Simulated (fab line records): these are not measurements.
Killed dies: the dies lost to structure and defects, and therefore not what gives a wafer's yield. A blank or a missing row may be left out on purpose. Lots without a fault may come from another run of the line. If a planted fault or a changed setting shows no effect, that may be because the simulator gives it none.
Which tool was responsible? | flow sky130 | 11 lots with 33 wafers sampled at 4 steps, on a route of 708 steps

WHAT THE GAUGES READ, wafer by wafer
SKY_POLY_GATE_OVL_MEAS_14. Usual: for POLY_GATE_OVL the level is -3 nm and the standard deviation is 5.1.
lot  | measured     | on         | POLY_GATE_OVL (nm) | flag
L711 | day 16 19:37 | overlay-02 | 7 -3 -1            |
L716 | day 18 19:15 | overlay-02 | 9 -2 -4            |
L717 | day 19 01:36 | overlay-02 | -17 -15 -9         |
L718 | day 19 12:37 | overlay-02 | -15 -14 -5         |
L725 | day 22 14:32 | overlay-02 | 3 -1 6             |
L726 | day 22 13:31 | overlay-01 | -12 -12 -10        |
L728 | day 24 02:14 | overlay-02 | -2 2 -2            |
L731 | day 24 02:32 | overlay-02 | 6 0 3              |
L730 | day 24 06:53 | overlay-01 | -9 -6 -4           |
L732 | day 25 03:44 | overlay-02 | 0 -1 3             |
L733 | day 25 08:47 | overlay-01 | -6 -3 2            |

WHAT TOOL EACH LOT RAN ON (gives the tool, then ch and the chambers of the sampled wafers, and finally the start)
lot  | SKY_SONOS_ONO_STRIP_17               | SKY_POLY_GATE_IMPLANT_02        | SKY_RES_PROTECT_STRIP_07
L711 | plasma asher-04 ch 0,1, day 13 01:21 | implanter-02 ch 0, day 15 12:44 | plasma asher-02 ch 0,1, day 15 12:53
L716 | plasma asher-03 ch 0,1, day 14 19:47 | implanter-02 ch 0, day 17 08:59 | plasma asher-02 ch 0,1, day 17 09:07
L717 | plasma asher-04 ch 0,1, day 14 22:42 | implanter-02 ch 0, day 17 16:16 | plasma asher-03 ch 0,1, day 17 16:25
L718 | plasma asher-01 ch 0,1, day 15 12:05 | implanter-04 ch 0, day 18 04:13 | plasma asher-01 ch 0,1, day 18 04:21
L725 | plasma asher-04 ch 0,1, day 17 14:43 | implanter-03 ch 0, day 20 12:29 | plasma asher-02 ch 0,1, day 20 12:38
L726 | plasma asher-04 ch 0,1, day 18 02:59 | implanter-02 ch 0, day 21 00:56 | plasma asher-02 ch 0, day 21 01:04
L728 | plasma asher-04 ch 0,1, day 20 02:37 | implanter-02 ch 0, day 22 17:19 | plasma asher-02 ch 0,1, day 22 17:26
L731 | plasma asher-03 ch 0,1, day 20 03:47 | implanter-02 ch 0, day 22 17:41 | plasma asher-02 ch 0,1, day 22 17:49
L730 | plasma asher-03 ch 0,1, day 20 11:06 | implanter-04 ch 0, day 22 20:37 | plasma asher-03 ch 0,1, day 22 20:44
L732 | plasma asher-04 ch 0,1, day 20 17:18 | implanter-02 ch 0, day 23 19:17 | plasma asher-02 ch 0,1, day 23 19:25
L733 | plasma asher-03 ch 0,1, day 20 23:14 | implanter-03 ch 0, day 23 22:31 | plasma asher-03 ch 0,1, day 23 22:37
- SKY_SONOS_ONO_STRIP_17: strips in O2/N2.
- SKY_POLY_GATE_IMPLANT_02
- SKY_RES_PROTECT_STRIP_07: strips in O2/N2.

WHAT THE TOOLS THEMSELVES READ (means of the sampled wafers that have a number; where no wafer has one, the mark that the record gives instead)
SKY_SONOS_ONO_STRIP_17. Usual: drypump motor current A 5.8 A, standard deviation 0.35; oes product au 0.710 a.u., standard deviation 0.0046; strip time to endpoint s 14.12 s, standard deviation 0.041.
lot  | tool            | drypump motor current A (A) | oes product au (a.u.) | strip time to endpoint s (s) | flag
L711 | plasma asher-04 | 5.9                         | 0.710                 | 14.08                        |
L716 | plasma asher-03 | 5.4                         | 0.710                 | 14.18                        |
L717 | plasma asher-04 | 6.0                         | 0.707                 | 14.13                        |
L718 | plasma asher-01 | 6.3                         | 0.711                 | 14.18                        |
L725 | plasma asher-04 | 6.0                         | 0.713                 | 14.20                        |
L726 | plasma asher-04 | 5.8                         | 0.709                 | 14.10                        |
L728 | plasma asher-04 | 5.8                         | 0.706                 | 14.16                        |
L731 | plasma asher-03 | 5.6                         | 0.713                 | 14.11                        |
L730 | plasma asher-03 | 5.6                         | 0.709                 | 14.14                        |
L732 | plasma asher-04 | 6.0                         | 0.714                 | 14.09                        |
L733 | plasma asher-03 | 5.6                         | 0.714                 | 14.18                        |

SKY_POLY_GATE_IMPLANT_02. Usual: 29.999 for beam energy keV, sd 0.0094.
lot  | tool         | beam energy keV | flag
L711 | implanter-02 | 30.001          |
L716 | implanter-02 | 30.657          | OFF
L717 | implanter-02 | 30.658          | OFF
L718 | implanter-04 | 30.000          |
L725 | implanter-03 | 30.005          |
L726 | implanter-02 | 30.001          |
L728 | implanter-02 | 30.000          |
L731 | implanter-02 | 29.996          |
L730 | implanter-04 | 29.996          |
L732 | implanter-02 | 29.994          |
L733 | implanter-03 | 29.993          |

SKY_RES_PROTECT_STRIP_07. Usual: drypump motor current A 5.5 A, standard deviation 0.32; oes product au 0.518 a.u., standard deviation 0.0042; strip time to endpoint s 23.31 s, standard deviation 0.036.
lot  | tool            | drypump motor current A (A) | oes product au (a.u.) | strip time to endpoint s (s) | flag
L711 | plasma asher-02 | 5.4                         | 0.523                 | 23.32                        |
L716 | plasma asher-02 | 5.4                         | 0.515                 | 23.47                        | OFF
L717 | plasma asher-03 | 5.6                         | 0.516                 | 23.52                        | OFF
L718 | plasma asher-01 | 6.3                         | 0.513                 | 23.33                        |
L725 | plasma asher-02 | 5.5                         | 0.518                 | 23.36                        |
L726 | plasma asher-02 | 5.3                         | 0.520                 | 23.36                        |
L728 | plasma asher-02 | 5.5                         | 0.517                 | 23.30                        |
L731 | plasma asher-02 | 5.4                         | 0.519                 | 23.33                        |
L730 | plasma asher-03 | 5.4                         | 0.517                 | 23.35                        |
L732 | plasma asher-02 | 5.5                         | 0.522                 | 23.33                        |
L733 | plasma asher-03 | 5.4                         | 0.515                 | 23.28                        |

THE ANSWER, worked out from the rows above alone
Rule: lot off if the mean of its wafers having a number is beyond 3 standard deviations from the usual mean. A lot without any number at a reading at which 4 lots or more have one is off too. All remaining lots with rows at the step are treated as sound. The gauges are gone through in route order, then the tools' own readings, and for those a lot's mean is taken as printed above. The first step at which some lot is off is used, and at that step the reading that is off furthest; a lot without a number counts as furthest.
Off: L716, L717, at SKY_POLY_GATE_IMPLANT_02 (beam energy keV).
If a tool, at that step or one of the process steps before it, ran each lot that is off and ran no sound lot following the first of them, it fits. Of those tried, none fits.

WHAT THE SIMULATOR HAD INSERTED
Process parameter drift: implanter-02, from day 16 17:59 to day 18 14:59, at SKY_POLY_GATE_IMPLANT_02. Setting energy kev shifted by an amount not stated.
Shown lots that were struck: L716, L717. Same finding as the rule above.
